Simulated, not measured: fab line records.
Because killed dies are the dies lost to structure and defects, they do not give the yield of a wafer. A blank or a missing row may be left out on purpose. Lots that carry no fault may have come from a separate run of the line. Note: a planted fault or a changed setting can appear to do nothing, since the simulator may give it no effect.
Chamber matching -- flow sky130 -- cmp-01 running SKY_VIA1_CMP_02: 4 sister chambers
The step polishes SiO2. 8 wafers are shown with their chamber, then 7 later ones without.

== EACH WAFER AND ITS CHAMBER ==
wafer,chamber,motor-current-A (A),edge-zone-pressure-frac
L112.1,0,12.6,1.003
L112.2,1,11.2,1.013
L117.1,3,12.2,1.000
L117.3,0,12.3,1.002
L120.2,3,12.0,1.006
L120.6,2,12.7,1.005
L119.2,2,11.8,1.008
L119.3,1,10.7,0.992

== WAFERS WHOSE CHAMBER IS MISSING ==
wafer,motor-current-A (A),edge-zone-pressure-frac
L119.5,13.0,1.005
L126.1,11.9,1.002
L126.4,11.4,1.004
L126.5,12.4,0.994
L124.2,12.3,0.997
L124.4,11.3,1.005
L124.5,11.0,1.004

== EACH ONE'S CHAMBER ==
wafer,from the rows above,in truth
L119.5,can't be placed: 0 or 2 or 3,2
L126.1,can't be placed: 3 or 2 or 0 or 1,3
L126.4,can't be placed: 1 or 3 or 2 or 0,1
L126.5,can't be placed: 0 or 3 or 2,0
L124.2,can't be placed: 0 or 3 or 2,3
L124.4,can't be placed: 1 or 3 or 2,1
L124.5,1,1
Placed correctly: 1 of 7. Unplaceable from these rows: 6, with the true chamber sitting among the candidates in 6. Wrongly placed: 0.
How it was worked out, from the rows above alone: a wafer's distance from a chamber is the root of the sum, over the readings, of the square of ((its reading less the chamber's mean) divided by the reading's scatter). If the next closest chamber is less than 2 further off than the closest, the wafer can't be placed; otherwise it belongs to the closest. For every chamber, the mean is computed from those of its wafers that are shown. The scatter: take each reading less its chamber's mean, square it, sum over the shown wafers, divide by the number of wafers less the number of chambers, and take the root.
